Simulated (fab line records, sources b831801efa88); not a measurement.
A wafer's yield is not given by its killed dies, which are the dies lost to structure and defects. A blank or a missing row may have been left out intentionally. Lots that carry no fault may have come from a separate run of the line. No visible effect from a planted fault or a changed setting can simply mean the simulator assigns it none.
fab line records	flow sky130
[record] lots = 6	wafers = 16	last_day = 50
route steps=708 shown VIA3@588 METAL4@598 CAP2M@603 PAD_OPEN@708
lots untouched by any fault: they come from a run of this same line in which no faults occurred
start_h: start of the lot's first displayed wafer, in hours after the record's first day	wait_h: hours elapsed since this lot's preceding step	" same as the row above	L1.1+2: several wafers, shown together as one row	- no value, or no start was given	* or withheld: withheld	< > ~ a bound
route shown NAME@n: a module of which the file shows steps, and the number in the route of the first	usual: mean/standard deviation taken from wafers without a fault	same: alike in all rows	chamber/n: place in a boat	sites: readings site by site	_std_site: the standard deviation of these	_edge_site: mean of outer sites minus mean of inner sites	radius_mm: how far each site lies from the wafer's centre	mask NAME#n: copy n	behind: tool/chamber where the wafer was last shaped	hold: reason for holding the lot/hours on hold/outcome of the hold	device: which transistor (n, p or np) failed to switch	end of line: tests run on the same wafers once the route is complete	for a step that has no rows: nothing shown but its recipe	killed: not the wafer's yield, but the dies lost to structure and defects at the first sort	map: a wafer's dies, x killed, . not, _ none there
set.NAME: setting as actually run; set.NAME@STEP: the setting as run at that earlier step	model.NAME: the simulator's own value behind a step, which no gauge read
certain route steps with their lots: each step a table, each wafer a row
services: when a tool's chamber went out of use (start_h, in hours from the record's first day, below 0 if earlier), for how many hours, and the reason
[[steps]]
[step SKY_VIA3_ETCH_15]
[recipe] target = SiO2	chemistry = C4F8/O2/Ar	target_depth_nm = 507	stop_on = TiN	mask_material = KrF-thick	source_w = 1500	bias_w = 1200	pressure_mtorr = 40	c4f8_flow_sccm = withheld	O2_flow_sccm = 6	Ar_flow_sccm = 300	time_s = 78
[step SKY_VIA3_STRIP_16]
[recipe] chemistry = O2/N2	power_w = 1400	pressure_mtorr = 1500	platen_temp_c = withheld	o2_flow_sccm = 3000	n2_flow_sccm = 300	overash_fraction = 0.5
[step SKY_VIA3_STRIP_17]
[recipe] chemistry = post_etch_residue_remover	time_s = 1200	temp_c = 72.5
[step SKY_VIA3_CLEAN_18]
[recipe] chemistry = IPA	time_s = 180	temp_c = 25
[step SKY_VIA3_CLEAN_19]
[recipe] chemistry = O3/DIW	dry = n2_spin
[step SKY_VIA3_SPUTTER_20]
[recipe] material = TiN	target_thk_nm = 20	chamber_pressure_pa = 5	power_w = 4000	time_s = 80
[step SKY_VIA3_CVD_21]
[recipe] material = W	target_thk_nm = 390	time_s = 117.31	temp_c = 400	pressure_torr = 40
[step SKY_VIA3_RS_MEAS_22]
[recipe] thk_meas_gauge = four-point-probe	reads = W_of_VIA3_CVD_21+TiN_of_VIA3_SPUTTER_20
[usual] VIA3_W_RS = 0.2965/0.0028
lot.wafer	tool	chamber	start_h	wait_h	VIA3_W_RS[ohm/sq]
L150.2	film_metro-01	-	939.21	0.1	0.3017
L150.3	"	-	"	"	0.3004
L150.4	"	-	"	"	0.3026
L149.2	film_metro-01	-	941.71	0.1	0.2947
L149.3	"	-	"	"	0.2994
L149.6	"	-	"	"	0.2954
L155.1	film_metro-04	-	981.06	0.1	0.2973
L155.5	"	-	"	"	0.2974
L155.6	"	-	"	"	0.2985
L161.2	film_metro-03	-	1019.87	0.1	0.2942
L161.4	"	-	"	"	0.2960
L161.5	"	-	"	"	0.3008
L169.1	film_metro-04	-	1072.21	0.1	0.2962
L169.2	"	-	"	"	0.2964
L171.2	film_metro-03	-	1079.92	0.1	0.2921
L171.5	"	-	"	"	0.2938
[step SKY_VIA3_THK_MEAS_23]
[recipe] thk_meas_gauge = xrf	reads = W_of_VIA3_CVD_21
[usual] VIA3_W_THK = 385/4.9
lot.wafer	tool	chamber	start_h	wait_h	VIA3_W_THK[nm]
L150.2	film_metro-01	-	939.32	0.1	375
L150.3	"	-	"	"	376
L150.4	"	-	"	"	374
L149.2	film_metro-01	-	941.82	0.1	386
L149.3	"	-	"	"	377
L149.6	"	-	"	"	384
L155.1	film_metro-04	-	981.18	0.1	391
L155.5	"	-	"	"	387
L155.6	"	-	"	"	387
L161.2	film_metro-03	-	1019.98	0.1	385
L161.4	"	-	"	"	385
L161.5	"	-	"	"	379
L169.1	film_metro-04	-	1072.33	0.1	390
L169.2	"	-	"	"	389
L171.2	film_metro-03	-	1080.03	0.1	391
L171.5	"	-	"	"	387
[step SKY_VIA3_CMP_24]
[recipe] stop_on = SiO2	t_overpolish_s = 20	down_force_psi = 3.5	platen_rpm = 60	target_thk_nm = 0	pad_velocity_m_s = 0.94248
[usual] motor_current_A = 11.5/0.96	overpolish_run_s = 19.999/0.0089	time_to_endpoint_s = 94/3.5
lot.wafer	tool	chamber	start_h	wait_h	motor_current_A	overpolish_run_s	time_to_endpoint_s
L150.4	cmp-01	2	939.37	0.0	10.7	20.005	97
L150.3	"	0	"	"	12.8	20.008	95
L150.2	"	1	"	"	12.5	19.995	93
L149.2	cmp-02	3	941.87	0.0	12.0	20.001	95
L149.3	"	1	"	"	11.0	19.997	96
L149.6	"	3	"	"	12.1	20.002	95
L155.1	cmp-01	0	981.24	0.1	11.8	20.011	93
L155.6	"	0	"	"	12.6	19.986	90
L155.5	"	1	"	"	12.2	20.003	91
L161.2	cmp-01	1	1020.13	0.1	11.6	20.002	94
L161.4	"	2	"	"	10.7	20.000	92
L161.5	"	0	"	"	12.0	20.007	92
L169.2	cmp-01	2	1072.54	0.2	10.5	20.000	99
L169.1	"	0	"	"	12.5	19.998	97
L171.2	cmp-02	2	1080.23	0.2	13.3	19.993	92
L171.5	"	0	"	"	10.3	19.992	88
[step SKY_METAL4_SPUTTER_00]
[recipe] material = Ti	target_thk_nm = 15	power_w = 3000	time_s = 10	chamber_pressure_pa = 0.4
[usual] throttle_valve_pct = 29.7/0.88
lot.wafer	tool	chamber	start_h	wait_h	throttle_valve_pct
L150.2	pvd_sputter-04	-	939.67	0.1	29.2
L150.3	"	-	"	"	29.4
L150.4	"	-	"	"	28.5
L149.2	pvd_sputter-03	-	942.17	0.2	30.0
L149.3	"	-	"	"	28.8
L149.6	"	-	"	"	30.0
L155.1	pvd_sputter-01	-	981.54	0.2	29.3
L155.5	"	-	"	"	31.3
L155.6	"	-	"	"	29.2
L161.2	pvd_sputter-04	-	1020.33	0.1	29.5
L161.4	"	-	"	"	29.1
L161.5	"	-	"	"	28.5
L169.1	pvd_sputter-03	-	1072.79	0.1	30.1
L169.2	"	-	"	"	31.3
L171.2	pvd_sputter-03	-	1080.38	0.1	30.2
L171.5	"	-	"	"	28.8
[step SKY_METAL4_SPUTTER_01]
[recipe] material = TiN	target_thk_nm = 20	power_w = 6500	time_s = 16.7	chamber_pressure_pa = 0.4
[step SKY_METAL4_SPUTTER_02]
[recipe] material = AlCu	target_thk_nm = 735	power_w = 10600	time_s = 39.1	chamber_pressure_pa = 0.4
[usual] throttle_valve_pct = 29.7/0.85
lot.wafer	tool	chamber	start_h	wait_h	throttle_valve_pct	model.AlCu_of_METAL4_SPUTTER_02.thk_nm
L150.2	pvd_sputter-04	-	939.72	0.0	29.1	737.9
L150.3	"	-	"	"	29.6	720.5
L150.4	"	-	"	"	28.6	741.9
L149.2	pvd_sputter-03	-	942.22	0.0	30.1	736.5
L149.3	"	-	"	"	28.7	741.6
L149.6	"	-	"	"	30.0	735.3
L155.1	pvd_sputter-01	-	981.58	0.0	29.4	739.9
L155.5	"	-	"	"	31.0	745.4
L155.6	"	-	"	"	29.7	745.5
L161.2	pvd_sputter-04	-	1020.37	0.0	29.4	724.2
L161.4	"	-	"	"	29.3	733.3
L161.5	"	-	"	"	28.7	736.2
L169.1	pvd_sputter-03	-	1072.83	0.0	30.0	737.7
L169.2	"	-	"	"	31.3	671.4
L171.2	pvd_sputter-03	-	1080.43	0.0	29.9	669.9
L171.5	"	-	"	"	28.8	675.3
[step SKY_METAL4_SPUTTER_03]
[recipe] material = Ti	target_thk_nm = 5	power_w = 3000	time_s = 3.3	chamber_pressure_pa = 0.4
[usual] throttle_valve_pct = 29.7/0.86
lot.wafer	tool	chamber	start_h	wait_h	throttle_valve_pct
L150.2	pvd_sputter-04	-	939.76	0.0	29.2
L150.3	"	-	"	"	29.6
L150.4	"	-	"	"	28.8
L149.2	pvd_sputter-03	-	942.25	0.0	30.2
L149.3	"	-	"	"	28.7
L149.6	"	-	"	"	30.0
L155.1	pvd_sputter-01	-	981.62	0.0	29.3
L155.5	"	-	"	"	31.2
L155.6	"	-	"	"	29.4
L161.2	pvd_sputter-04	-	1020.41	0.0	29.5
L161.4	"	-	"	"	29.3
L161.5	"	-	"	"	28.5
L169.1	pvd_sputter-03	-	1072.87	0.0	30.0
L169.2	"	-	"	"	31.3
L171.2	pvd_sputter-03	-	1080.47	0.0	30.2
L171.5	"	-	"	"	28.8
[step SKY_METAL4_SPUTTER_04]
[recipe] material = TiN	target_thk_nm = 70	power_w = 6500	time_s = 58.3	chamber_pressure_pa = 0.4
[usual] throttle_valve_pct = 29.8/0.87
lot.wafer	tool	chamber	start_h	wait_h	throttle_valve_pct
L150.2	pvd_sputter-04	-	939.78	0.0	29.1
L150.3	"	-	"	"	29.6
L150.4	"	-	"	"	28.5
L149.2	pvd_sputter-03	-	942.27	0.0	30.1
L149.3	"	-	"	"	29.0
L149.6	"	-	"	"	29.9
L155.1	pvd_sputter-01	-	981.64	0.0	29.6
L155.5	"	-	"	"	31.3
L155.6	"	-	"	"	29.7
L161.2	pvd_sputter-04	-	1020.43	0.0	29.4
L161.4	"	-	"	"	29.1
L161.5	"	-	"	"	28.9
L169.1	pvd_sputter-03	-	1072.89	0.0	30.1
L169.2	"	-	"	"	31.6
L171.2	pvd_sputter-03	-	1080.49	0.0	30.1
L171.5	"	-	"	"	28.6
[step SKY_CAP2M_CVD_00]
[recipe] material = SiO2	target_thk_nm = 15.5	temp_c = 400	time_s = withheld	rf_w = 450
[step SKY_CAP2M_THK_MEAS_01]
[recipe] reads = SiO2_of_CAP2M_CVD_00
[usual] CAP2M_CVD_00_THK = 15.57/0.23
lot.wafer	tool	chamber	start_h	wait_h	CAP2M_CVD_00_THK[nm]
L150.2	film_metro-03	-	939.86	-	15.36
L150.3	"	-	"	"	15.50
L150.4	"	-	"	"	15.78
L149.2	film_metro-02	-	942.35	-	15.56
L149.3	"	-	"	"	15.52
L149.6	"	-	"	"	15.77
L155.1	film_metro-03	-	981.71	-	15.28
L155.5	"	-	"	"	15.63
L155.6	"	-	"	"	15.81
L161.2	film_metro-03	-	1020.51	-	15.67
L161.4	"	-	"	"	15.80
L161.5	"	-	"	"	15.91
L169.1	film_metro-04	-	1072.96	-	15.78
L169.2	"	-	"	"	15.33
L171.2	film_metro-04	-	1080.58	-	15.56
L171.5	"	-	"	"	15.84
[step SKY_CAP2M_SPUTTER_02]
[recipe] material = TiN	target_thk_nm = 200	temp_c = 300	power_w = 6500	time_s = 166.7	chamber_pressure_pa = 0.4
[step SKY_CAP2M_RS_MEAS_03]
[recipe] thk_meas_gauge = four-point-probe	reads = TiN_of_CAP2M_SPUTTER_02
[usual] CAP2M_TIN_RS = 6.90/0.068
lot.wafer	tool	chamber	start_h	wait_h	CAP2M_TIN_RS[ohm/sq]
L150.2	film_metro-02	-	940.04	0.1	6.92
L150.3	"	-	"	"	6.95
L150.4	"	-	"	"	6.96
L149.2	film_metro-03	-	942.53	0.1	6.87
L149.3	"	-	"	"	6.82
L149.6	"	-	"	"	6.76
L155.1	film_metro-02	-	981.88	0.1	6.89
L155.5	"	-	"	"	6.76
L155.6	"	-	"	"	6.88
L161.2	film_metro-04	-	1020.69	0.1	6.82
L161.4	"	-	"	"	6.87
L161.5	"	-	"	"	6.88
L169.1	film_metro-02	-	1073.13	0.1	6.76
L169.2	"	-	"	"	6.84
L171.2	film_metro-03	-	1080.76	0.1	6.82
L171.5	"	-	"	"	6.81
[step SKY_CAP2M_THK_MEAS_04]
[recipe] thk_meas_gauge = xrf	reads = TiN_of_CAP2M_SPUTTER_02
[usual] CAP2M_TIN_THK = 197.7/2
lot.wafer	tool	chamber	start_h	wait_h	CAP2M_TIN_THK[nm]
L150.2	film_metro-02	-	940.15	0.1	198.4
L150.3	"	-	"	"	197.1
L150.4	"	-	"	"	195.9
L149.2	film_metro-03	-	942.64	0.1	198.6
L149.3	"	-	"	"	200.1
L149.6	"	-	"	"	200.7
L155.1	film_metro-02	-	982.00	0.1	198.5
L155.5	"	-	"	"	202.4
L155.6	"	-	"	"	199.3
L161.2	film_metro-04	-	1020.80	0.1	199.8
L161.4	"	-	"	"	198.3
L161.5	"	-	"	"	198.2
L169.1	film_metro-02	-	1073.25	0.1	202.8
L169.2	"	-	"	"	200.7
L171.2	film_metro-03	-	1080.87	0.1	198.7
L171.5	"	-	"	"	199.3
[step SKY_CAP2M_DEHYDRATE_05]
[recipe] temp_c = 200	time_s = 60
[step SKY_CAP2M_HMDS_06]
[recipe] prime_time_s = 60	prime_temp_c = 120
[step SKY_CAP2M_COAT_07]
[recipe] resist = NOVOLAK	spin_rpm = 3000	resist_thk_nm = 1140
[step SKY_CAP2M_SOFTBAKE_08]
[recipe] temp_c = 90	time_s = 60	resist = NOVOLAK
[step SKY_CAP2M_EXPOSE_09]
[recipe] mask_id = CAP2M	na = 0.6	source_shape = conventional	sigma_outer = 0.6	polarization = unpolarized	target_cd_nm = 1000	dose_mj = 159
[step SKY_CAP2M_PEB_10]
[recipe] temp_c = withheld	time_s = *	resist = NOVOLAK
[step SKY_CAP2M_DEVELOP_11]
[recipe] resist = NOVOLAK	developer = TMAH	develop_time_s = 60	dev_temp_c = 23
[step SKY_CAP2M_OVL_MEAS_12]
[usual] CAP2M_OVL = 0.9/1.3
lot.wafer	tool	chamber	start_h	wait_h	CAP2M_OVL[nm]
L150.2	overlay-01	-	964.04	0.1	0.6
L150.3	"	-	"	"	1.4
L150.4	"	-	"	"	2.7
L149.2	overlay-02	-	966.34	0.1	-0.7
L149.3	"	-	"	"	-1.0
L149.6	"	-	"	"	-1.8
L155.1	overlay-02	-	1004.97	0.1	-0.5
L155.5	"	-	"	"	0.8
L155.6	"	-	"	"	0.8
L161.2	overlay-01	-	1043.12	0.1	-0.1
L161.4	"	-	"	"	0.4
L161.5	"	-	"	"	-1.1
L169.1	overlay-01	-	1093.58	0.1	1.5
L169.2	"	-	"	"	1.8
L171.2	overlay-01	-	1101.14	0.1	-0.8
L171.5	"	-	"	"	1.9
[step SKY_CAP2M_METAL_ETCH_13]
[recipe] target_depth_nm = 220	stop_on = SiO2	chemistry = Cl2/BCl3	target = TiN	pressure_mtorr = 10	icp_w = 900	bias_w = 48.5	Cl2_flow_sccm = 60	bcl3_flow_sccm = 30	time_s = 62.9
[usual] drypump_motor_current_A = 5.49/0.28	he_backside_leak_sccm = 3.24/0.2	mfc_cl2_sccm = 59.97/0.2	oes_product_au = 0.943/0.0074	throttle_valve_pct = 21.900/0.0097
lot.wafer	tool	chamber	start_h	wait_h	drypump_motor_current_A	he_backside_leak_sccm	mfc_cl2_sccm	oes_product_au	rf_hours_counter_h	throttle_valve_pct
L150.2	rie_metal-03	1	964.07	0.0	5.35	3.19	60.05	0.937	4	21.895
L150.3	"	0	"	"	5.66	3.33	59.75	0.936	-	21.897
L150.4	"	1	"	"	5.35	3.07	60.01	0.932	-	21.914
L149.2	rie_metal-03	0	966.37	0.0	5.64	3.23	59.77	0.949	9	21.899
L149.3	"	1	"	"	5.36	3.04	59.83	0.947	-	21.901
L149.6	"	0	"	"	5.64	3.22	60.19	0.959	-	21.894
L155.1	rie_metal-03	1	1005.01	0.0	5.34	3.25	59.62	0.955	6	21.909
L155.5	"	1	"	"	5.35	3.21	59.82	0.959	-	21.892
L155.6	"	0	"	"	5.67	3.32	60.42	0.943	-	21.910
L161.2	rie_metal-03	0	1043.15	0.0	5.70	3.25	59.99	0.950	13	21.880
L161.4	"	0	"	"	5.70	3.27	60.15	0.952	-	21.912
L161.5	"	0	"	"	5.64	3.19	59.93	0.947	-	21.899
L169.1	rie_metal-03	1	1093.62	0.0	5.34	3.08	59.99	0.954	12	21.892
L169.2	"	0	"	"	5.70	3.36	59.71	0.948	16	21.913
L171.2	rie_metal-04	0	1101.17	0.0	6.15	3.66	59.84	0.943	23	21.895
L171.5	"	1	"	"	5.29	3.32	59.90	0.956	-	21.892
[step SKY_CAP2M_STRIP_14]
[recipe] chemistry = O2/N2	power_w = 1400	pressure_mtorr = 1500	platen_temp_c = withheld	o2_flow_sccm = 3000	n2_flow_sccm = 300	overash_fraction = 0.5
[step SKY_CAP2M_STRIP_15]
[recipe] chemistry = post_etch_residue_remover	time_s = 1200	temp_c = 72.5
[step SKY_CAP2M_CLEAN_16]
[recipe] chemistry = IPA	time_s = 180	temp_c = 25
[step SKY_CAP2M_CLEAN_17]
[recipe] chemistry = O3/DIW	dry = n2_spin
[step SKY_METAL4_DEHYDRATE_05]
[recipe] temp_c = 200	time_s = 60
[step SKY_METAL4_HMDS_06]
[recipe] prime_time_s = 60	prime_temp_c = 120
[step SKY_METAL4_COAT_07]
[recipe] resist = BARC	temp_c = withheld	time_s = withheld	spin_rpm = 3000	resist_thk_nm = 60
[step SKY_METAL4_COAT_08]
[recipe] resist = KrF-thick	spin_rpm = 3000	resist_thk_nm = 1140
[step SKY_METAL4_SOFTBAKE_09]
[recipe] temp_c = 100	time_s = 90	resist = KrF-thick
[step SKY_METAL4_EXPOSE_10]
[recipe] mask_id = MM4	na = 0.68	source_shape = annular	sigma_inner = 0.4	sigma_outer = 0.8	target_cd_nm = 300	dose_mj = 28
[step SKY_METAL4_PEB_11]
[recipe] peb_temp_c = withheld	peb_time_s = withheld	resist = KrF-thick
[step SKY_METAL4_DEVELOP_12]
[recipe] develop_time_s = 60	resist = KrF-thick	dev_temp_c = 21
[step SKY_METAL4_CD_MEAS_13]
[recipe] target_cd_nm = 300
[usual] cd_nm = 299.9/1.5
lot.wafer	tool	chamber	start_h	wait_h	cd_nm
L150.2	cd_sem-01	-	988.54	-	300.2
L150.3	"	-	"	"	300.5
L150.4	"	-	"	"	299.9
L149.2	cd_sem-02	-	991.12	-	298.3
L149.3	"	-	"	"	298.2
L149.6	"	-	"	"	299.1
L155.1	cd_sem-02	-	1028.70	-	302.2
L155.5	"	-	"	"	301.5
L155.6	"	-	"	"	302.1
L161.2	cd_sem-02	-	1065.14	-	299.8
L161.4	"	-	"	"	299.8
L161.5	"	-	"	"	299.3
L169.1	cd_sem-01	-	1114.50	-	302.2
L169.2	"	-	"	"	301.5
L171.2	cd_sem-01	-	1122.04	-	300.8
L171.5	"	-	"	"	302.0
[step SKY_METAL4_METAL_ETCH_18]
[recipe] target_depth_a = 8450	stop_on = SiO2	over_etch_frac = 0.3	time_s = 183.1	chemistry = Cl2/BCl3	resist_sidewall_deg = 88	pressure_mtorr = 10	icp_w = 900	bias_w = 48.5	Cl2_flow_sccm = 60	bcl3_flow_sccm = 30
[usual] drypump_motor_current_A = 5.7/0.51	he_backside_leak_sccm = 3.30/0.16	mfc_cl2_sccm = 60.01/0.2	oes_product_au = 0.865/0.0057	throttle_valve_pct = 22.264/0.0089
lot.wafer	tool	chamber	start_h	wait_h	drypump_motor_current_A	he_backside_leak_sccm	mfc_cl2_sccm	oes_product_au	rf_hours_counter_h	throttle_valve_pct
L150.2	rie_metal-02	1	988.82	0.0	5.4	3.32	59.98	0.868	6	22.254
L150.3	"	0	"	"	5.0	3.42	59.90	0.859	-	22.255
L150.4	"	1	"	"	5.4	3.00	60.29	0.866	-	22.276
L149.2	rie_metal-02	0	991.40	0.0	5.0	3.21	60.20	0.875	11	22.251
L149.3	"	0	"	"	5.0	3.17	59.90	0.877	-	22.251
L149.6	"	0	"	"	5.0	3.15	60.12	0.855	-	22.267
L155.1	rie_metal-01	0	1029.00	0.0	5.7	3.51	59.91	0.871	14	22.266
L155.5	"	1	"	"	6.5	3.51	60.31	0.872	-	22.261
L155.6	"	0	"	"	5.7	3.49	59.77	0.877	-	22.268
L161.2	rie_metal-01	1	1065.56	0.0	6.5	3.10	59.54	0.858	10	22.249
L161.4	"	0	"	"	5.7	3.36	59.96	0.866	-	22.266
L161.5	"	1	"	"	6.5	3.35	59.69	0.853	-	22.251
L169.1	rie_metal-02	1	1114.80	0.0	5.4	3.26	60.20	0.861	14	22.268
L169.2	"	0	"	"	5.0	3.03	60.01	0.830	20	22.274
L171.2	rie_metal-04	0	1122.33	0.0	6.1	3.44	60.00	0.826	25	22.277
L171.5	"	0	"	"	6.1	3.47	60.08	0.829	-	22.265
[step SKY_PAD_OPEN_PROBE_99]
[usual] defect_limited_yield = 82.8/2	killed_at_M0_to_M3 = 42/7.3	killed_at_M4_up = 3.2/1.8	killed_at_contacts = 25/5.2	killed_at_front_end = 15/4.6	killed_at_other = 0.3/0.62	killed_dies = 85/9.9	killed_open = 46/7.1	killed_short = 38/5.7	sort_bin_3_pad_short = 0.9/0.42	sort_bin_5_function = 10.0/1.5	sort_bin_6_memory = 6.3/1.2	sort_n_pass = 407/9.9	sort_yield_pct = 82.8/2
[same] gross_dies = 492	killed_at_back_side = 0	sort_bin_4_leakage[%] = 0	sort_bin_8_speed[%] = 0
lot.wafer	tool	chamber	start_h	wait_h	defect_limited_yield[%]	killed_at_M0_to_M3	killed_at_M4_up	killed_at_contacts	killed_at_front_end	killed_at_other	killed_dies	killed_open	killed_short	sort_bin_3_pad_short[%]	sort_bin_5_function[%]	sort_bin_6_memory[%]	sort_n_pass	sort_yield_pct[%]	model.etest.met4.line_ohm_um	model.etest.met4.rs_ohm_sq
L150.2	prober-01	-	1083.87	0.1	81.7	38	4	32	16	0	90	48	42	0.6	12.2	5.5	402	81.7	0.141	0.04251
L150.3	prober-01	-	1083.92	0.2	82.5	50	0	23	13	0	86	44	42	1.0	9.1	7.3	406	82.5	0.1479	0.04374
L150.4	prober-01	-	1083.97	0.2	79.3	35	6	29	31	1	102	59	43	1.4	12.4	6.9	390	79.3	0.1372	0.04187
L149.2	prober-02	-	1086.17	0.1	81.9	41	2	26	20	0	89	46	43	0.6	11.8	5.7	403	81.9	0.1397	0.04201
L149.3	prober-02	-	1086.22	0.2	82.9	34	2	33	15	0	84	46	38	1.6	8.9	6.5	408	82.9	0.1413	0.0424
L149.6	prober-02	-	1086.37	0.2	83.5	38	2	25	16	0	81	48	33	0.4	10.0	6.1	411	83.5	0.1439	0.04256
L155.1	prober-01	-	1118.92	0.1	81.7	34	3	25	27	1	90	48	41	1.0	10.6	6.7	402	81.7	0.1424	0.04275
L155.5	prober-01	-	1119.12	0.2	82.1	36	6	28	18	0	88	49	37	0.2	12.8	4.9	404	82.1	0.1398	0.04211
L155.6	prober-01	-	1119.17	0.2	81.9	39	4	31	13	2	89	47	40	0.8	10.6	6.7	403	81.9	0.1382	0.04211
L161.2	prober-01	-	1151.76	0.1	83.3	43	2	24	13	0	82	52	30	1.0	10.0	5.7	410	83.3	0.1469	0.04359
L161.4	prober-01	-	1151.86	0.2	80.9	54	5	19	14	2	94	50	44	0.6	12.4	6.1	398	80.9	0.1474	0.04263
L161.5	prober-01	-	1151.91	0.2	83.9	47	3	13	16	0	79	42	37	0.8	9.6	5.7	413	83.9	0.1457	0.04263
L169.1	prober-01	-	1191.67	0.1	86.8	31	2	21	11	0	65	37	28	0	6.9	6.3	427	86.8	0.1376	0.04235
L169.2	prober-01	-	1191.72	0.1	83.1	42	2	25	14	0	83	43	40	1.4	9.8	5.7	409	83.1	0.1533	0.04648
L171.2	prober-01	-	1197.10	0.1	81.9	49	2	23	15	0	89	59	30	0.8	9.6	7.7	403	81.9	0.1545	0.04628
L171.5	prober-01	-	1197.25	0.2	82.1	42	3	29	14	0	88	51	37	0.4	10.8	6.7	404	82.1	0.1543	0.04682
// killed by level:class
L150.2 CONTACT:geometric_particle:open=14 VIA1:geometric_particle:open=8 CONTACT:geometric_particle:short=7 LI_CONTACT:geometric_particle:open=6 VIA3:geometric_particle:open=5 POLY_GATE:geometric_particle:open=4 POLY_GATE:geometric_particle:short=4 METAL1:geometric_particle:short=4
L150.3 VIA1:geometric_particle:open=17 CONTACT:geometric_particle:short=8 VIA3:geometric_particle:open=6 FIELD_ISO:geometric_particle:open=5 LOCAL_INTERCONNECT:geometric_particle:short=5 CONTACT:geometric_particle:open=5 VIA1:geometric_particle:short=5 METAL2:geometric_particle:short=5
L150.4 FIELD_ISO:geometric_particle:open=10 CONTACT:geometric_particle:open=10 VIA2:geometric_particle:open=8 FIELD_ISO:geometric_particle:short=7 LI_CONTACT:geometric_particle:open=7 CONTACT:geometric_particle:short=6 POLY_GATE:geometric_particle:open=5 LOCAL_INTERCONNECT:geometric_particle:short=5
L149.2 VIA1:geometric_particle:open=11 CONTACT:geometric_particle:open=9 CONTACT:geometric_particle:short=7 FIELD_ISO:geometric_particle:short=6 POLY_GATE:geometric_particle:short=5 VIA3:geometric_particle:open=5 METAL2:geometric_particle:short=5 METAL3:geometric_particle:short=5
L149.3 LI_CONTACT:geometric_particle:open=12 CONTACT:geometric_particle:open=11 VIA1:geometric_particle:open=9 CONTACT:geometric_particle:short=7 METAL1:geometric_particle:short=7 FIELD_ISO:geometric_particle:short=4 POLY_GATE:geometric_particle:short=4 POLY_GATE:geometric_particle:open=4
L149.6 VIA1:geometric_particle:open=10 CONTACT:geometric_particle:short=9 CONTACT:geometric_particle:open=8 VIA3:geometric_particle:open=8 METAL1:geometric_particle:short=6 LI_CONTACT:geometric_particle:open=4 LOCAL_INTERCONNECT:geometric_particle:short=4 FIELD_ISO:geometric_particle:open=3
L155.1 CONTACT:geometric_particle:open=8 FIELD_ISO:geometric_particle:short=7 FIELD_ISO:geometric_particle:open=7 CONTACT:geometric_particle:short=7 VIA1:geometric_particle:open=6 VIA3:geometric_particle:open=6 POLY_GATE:geometric_particle:open=6 METAL2:geometric_particle:short=6
L155.5 VIA1:geometric_particle:open=12 LI_CONTACT:geometric_particle:open=8 CONTACT:geometric_particle:open=8 LOCAL_INTERCONNECT:geometric_particle:short=7 FIELD_ISO:geometric_particle:short=6 FIELD_ISO:geometric_particle:open=4 POLY_GATE:geometric_particle:short=3 SPACER:geometric_particle:open=3
L155.6 CONTACT:geometric_particle:open=15 VIA1:geometric_particle:open=9 LI_CONTACT:geometric_particle:open=8 METAL2:geometric_particle:short=8 FIELD_ISO:geometric_particle:open=5 METAL3:geometric_particle:open=5 VIA1:geometric_particle:short=4 CONTACT:geometric_particle:short=4
L161.2 VIA1:geometric_particle:open=10 VIA3:geometric_particle:open=9 LI_CONTACT:geometric_particle:open=8 CONTACT:geometric_particle:open=7 FIELD_ISO:geometric_particle:open=5 VIA2:geometric_particle:short=5 POLY_GATE:geometric_particle:short=4 METAL3:geometric_particle:short=4
L161.4 METAL1:geometric_particle:short=10 VIA1:geometric_particle:open=10 VIA2:geometric_particle:open=9 CONTACT:geometric_particle:open=6 FIELD_ISO:geometric_particle:open=5 LI_CONTACT:geometric_particle:open=5 METAL2:geometric_particle:short=5 VIA3:geometric_particle:open=5
L161.5 VIA2:geometric_particle:open=10 VIA1:geometric_particle:open=8 FIELD_ISO:geometric_particle:short=7 CONTACT:geometric_particle:open=5 METAL2:geometric_particle:short=5 METAL3:geometric_particle:short=5 METAL1:geometric_particle:short=4 VIA3:geometric_particle:open=4
L169.1 VIA2:geometric_particle:open=7 LI_CONTACT:geometric_particle:open=6 CONTACT:geometric_particle:open=6 VIA1:geometric_particle:open=5 POLY_GATE:geometric_particle:open=4 METAL3:geometric_particle:short=4 METAL2:geometric_particle:short=4 CONTACT:geometric_particle:short=3
L169.2 CONTACT:geometric_particle:open=12 LI_CONTACT:geometric_particle:open=7 VIA1:geometric_particle:open=7 VIA2:geometric_particle:open=7 FIELD_ISO:geometric_particle:short=6 METAL1:geometric_particle:short=6 VIA1:geometric_particle:short=5 CONTACT:geometric_particle:short=4
L171.2 VIA1:geometric_particle:open=15 CONTACT:geometric_particle:open=9 VIA2:geometric_particle:open=9 LI_CONTACT:geometric_particle:open=8 VIA1:geometric_particle:short=5 POLY_GATE:geometric_particle:open=4 POLY_GATE:geometric_particle:short=4 CONTACT:geometric_particle:short=4
L171.5 CONTACT:geometric_particle:open=14 VIA1:geometric_particle:open=9 VIA2:geometric_particle:open=7 VIA3:geometric_particle:open=6 FIELD_ISO:geometric_particle:short=5 VIA2:geometric_particle:short=5 LI_CONTACT:geometric_particle:short=4 LI_CONTACT:geometric_particle:open=4
[[services]]
tool	chamber	start_h	hours	kind
cmp-02	-	916.29	-	consumable_replace:conditioner
cmp-02	-	916.29	-	consumable_replace:pad
rie_metal-03	1	924.88	6.6	repair
cmp-01	-	938.14	0.5	repair
cmp-02	-	957.93	1.7	repair
cmp-02	-	958.45	1.7	repair
pvd_sputter-03	-	967.12	17.7	repair
cmp-01	-	972.55	0.3	repair
cmp-02	-	982.22	1.4	repair
cmp-01	-	982.47	0.2	repair
cmp-02	-	985.74	4.4	pm
pvd_sputter-01	-	1015.43	6.1	repair
rie_metal-03	0	1025.51	2.5	repair
pvd_sputter-03	-	1038.49	1.9	repair
cmp-01	-	1041.18	0.8	repair
cmp-02	-	1068.33	1.0	repair
cmp-02	-	1075.59	1.2	repair
rie_metal-03	-	1076.58	0.2	repair
cmp-01	-	1087.66	4.0	pm
cmp-01	-	1089.71	2.1	repair
cmp-01	-	1091.66	-	consumable_replace:conditioner
cmp-01	-	1091.66	-	consumable_replace:pad
pvd_sputter-03	-	1099.09	1.4	repair
pvd_sputter-03	-	1119.29	5.3	repair
[[key]]
[first_sign] step = SKY_METAL4_METAL_ETCH_18	reading = oes_product_au	direction = down	sigmas = 6.5	usual = 0.865	struck = 0.828
effect none on later readings
[model_effect] step = SKY_METAL4_SPUTTER_02	value = AlCu_of_METAL4_SPUTTER_02.thk_nm	without = 734.9	struck = 672.2
[model_effect] step = SKY_PAD_OPEN_PROBE_99	value = etest.met4.line_ohm_um	without = 0.1407	struck = 0.1541
met_at SKY_METAL4_SPUTTER_02
struck_wafers L169.2,L171.2,L171.5
onset_between 942.22 1072.83
[fault] kind = process_parameter_drift	tool = pvd_sputter-03	chamber = -	onset_h = 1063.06	steps = SKY_METAL4_SPUTTER_02	channel = time_s	offset = *	shape = step	end_h = 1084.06	scope = struck_wafers_only	acts_in = *	stated = *
